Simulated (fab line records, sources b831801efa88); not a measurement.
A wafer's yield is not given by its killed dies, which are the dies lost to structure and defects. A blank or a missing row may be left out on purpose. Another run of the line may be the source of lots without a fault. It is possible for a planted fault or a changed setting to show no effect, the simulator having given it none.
Chamber matching | flow gf180mcu | cmp-01 running GF_V1_CMP_26: 4 sister chambers
The step polishes, stops on SiO2, t overpolish 15 s, target thk 0 nm. 14 wafers are shown with their chamber, then 7 later ones without.

## WAFERS WITH THEIR CHAMBER
wafer  | chamber | time-to-endpoint-s (s) | motor-current-A (A)
L808.1 | 2       | 80                     | 9.9
L808.2 | 1       | 78                     | 10.0
L808.4 | 0       | 86                     | 10.7
L811.2 | 0       | 85                     | 10.3
L811.5 | 2       | 80                     | 10.3
L811.6 | 1       | 77                     | 11.0
L812.1 | 2       | 81                     | 10.7
L812.3 | 1       | 81                     | 10.1
L812.4 | 3       | 89                     | 10.8
L815.1 | 0       | 85                     | 10.9
L815.2 | 3       | 85                     | 10.5
L815.3 | 1       | 76                     | 10.2
L822.4 | 3       | 82                     | 10.8
L822.5 | 0       | 82                     | 10.9

SIGNATURES (averages over the wafers above)
reading            | chamber 0 | chamber 1 | chamber 2 | chamber 3 | scatter within a chamber
time-to-endpoint-s | 84.50     | 78.00     | 80.33     | 85.33     | 2.2
motor-current-A    | 10.700    | 10.325    | 10.300    | 10.700    | 0.353
Rule: for each reading, subtract the chamber's mean from the wafer's reading, divide by that reading's scatter and square the result; add these up over the readings and take the root, which gives the wafer's distance from the chamber. If the next closest chamber is less than 2 further off than the closest, the wafer can't be placed; otherwise it belongs to the closest. How the scatter is found: for the shown wafers, subtract from each reading the mean of its chamber, square and add these, divide the total by (wafers less chambers), then take the root.

## WAFERS WHOSE CHAMBER IS MISSING
wafer  | time-to-endpoint-s (s) | motor-current-A (A)
L822.6 | 84                     | 10.9
L829.2 | 77                     | 10.3
L829.3 | 82                     | 11.2
L829.5 | 79                     | 9.9
L830.2 | 87                     | 10.8
L830.3 | 75                     | 10.6
L830.5 | 91                     | 11.2

## THE CHAMBER EACH PASSED THROUGH
wafer  | from the rows above               | in truth
L822.6 | can't be placed: 0 or 3 or 2      | 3
L829.2 | can't be placed: 1 or 2           | 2
L829.3 | can't be placed: 0 or 3 or 2 or 1 | 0
L829.5 | can't be placed: 2 or 1           | 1
L830.2 | can't be placed: 3 or 0           | 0
L830.3 | can't be placed: 1 or 2           | 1
L830.5 | can't be placed: 3 or 0           | 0
Placed correctly: 0 of 7. Can't be placed from these rows: 7 (the true chamber is among the candidates in 7). Number placed wrongly: 0.
